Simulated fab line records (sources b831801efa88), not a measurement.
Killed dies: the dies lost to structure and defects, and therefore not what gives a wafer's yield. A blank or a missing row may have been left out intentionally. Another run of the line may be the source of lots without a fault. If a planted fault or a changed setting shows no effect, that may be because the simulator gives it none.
Code-filled problem report in 8D (eight disciplines) form | flow gf180mcu | the parts of the form that need people (team, actions taken, sign-off) are left out

== 1. THE PROBLEM ==
Mean V3_CVD_02_THK at GF_V3_THK_MEAS_03: 595 nm over 6 wafers in 2 lots; fault-free wafers: 851 nm, standard deviation 12. Measured from the usual mean, that is -21 standard deviations.
Earliest sighting: wafer L227.3 on film metro-03 at day 24 15:32. Wafers with a number at this step in the record: 36, from 12 lots. Rule for "out", or "out of limits": more than 4 standard deviations from the usual mean. The other wafers with a number count as sound.

== 2. WHAT IT IS AND WHAT IT IS NOT ==
question                    | is                     | is not
which readings at this step | V3_CVD_02_THK          | -
which lots                  | L227, L228             | L219, L220, L222, L224, L226, L236, L237, L238, L240, L241
which wafers of those lots  | all that have a number | -
read on which gauges        | film metro-03          | film metro-01, film metro-02
when                        | from day 24 15:32      | up to then (15 sound wafers); but 15 sound wafers of L236, L237, L238, L240, L241 came after

== 3. SUSPECTS, AND WHAT RULES EACH OUT ==
Counting: a tool stays on the suspect list if, at a process step up to the reading, it processed all lots that are out and no sound lot following the first of them.
- the gauge at GF_V3_THK_MEAS_03: kept. All the wafers that are out were read on film metro-03, and no step on other tools shows them out.
- pecvd-01 at GF_V3_CVD_02 (deposits SiO2 from TEOS, target thk 850 nm, time 94.851 s): ruled out as a lasting fault. Following L227 (day 24 15:26), the first lot on it that is out, the sound lots L236, L238, L240 were run on it.
After counting, what remains is film metro-03 at GF_V3_THK_MEAS_03.

== 4. THE CAUSE (what the simulator had put in) ==
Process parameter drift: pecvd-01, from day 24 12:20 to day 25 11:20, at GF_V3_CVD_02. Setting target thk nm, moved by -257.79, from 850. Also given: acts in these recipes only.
The count ruled it out by mistake, since the rule takes a fault to strike every lot its tool runs from the start of the fault on, and this one did not do so.

== 5. SEQUENCE OF EFFECTS, ordered by route ==
Rows list readings where the struck wafers' mean (over those with a number) sits beyond 3 standard deviations from the usual. Readings are gone through only where the record gives a usual standard deviation; hours: the median, over the lots, of the time from a lot's start at the first step in this table giving one to that lot's start at this step; sigmas: the change measured in usual standard deviations.
hours | step              | reading        | usual      | on struck wafers | change | sigmas
0     | GF_V3_THK_MEAS_03 | V3_CVD_02_THK  | 851 nm     | 595              | -256   | -21
-     | GF_V3_ETCH_17     | oes product au | 0.856 a.u. | 0.828            | -0.028 | -6.2
Process steps it contains:
- GF_V3_ETCH_17: etches SiO2 in C4F8/O2/Ar, stops on TiN, target depth 635 nm.

== 6. WHAT WOULD HAVE CAUGHT IT SOONER ==
3 hours passed between the start of the fault at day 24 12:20 and the first reading out of limits at a measuring or inspecting step in this record, taken at day 24 15:32.
No tool reading at GF_V3_CVD_02 that has a usual standard deviation in the record was out on any struck wafer, so an alarm limit of 4 standard deviations on those readings would not have fired.
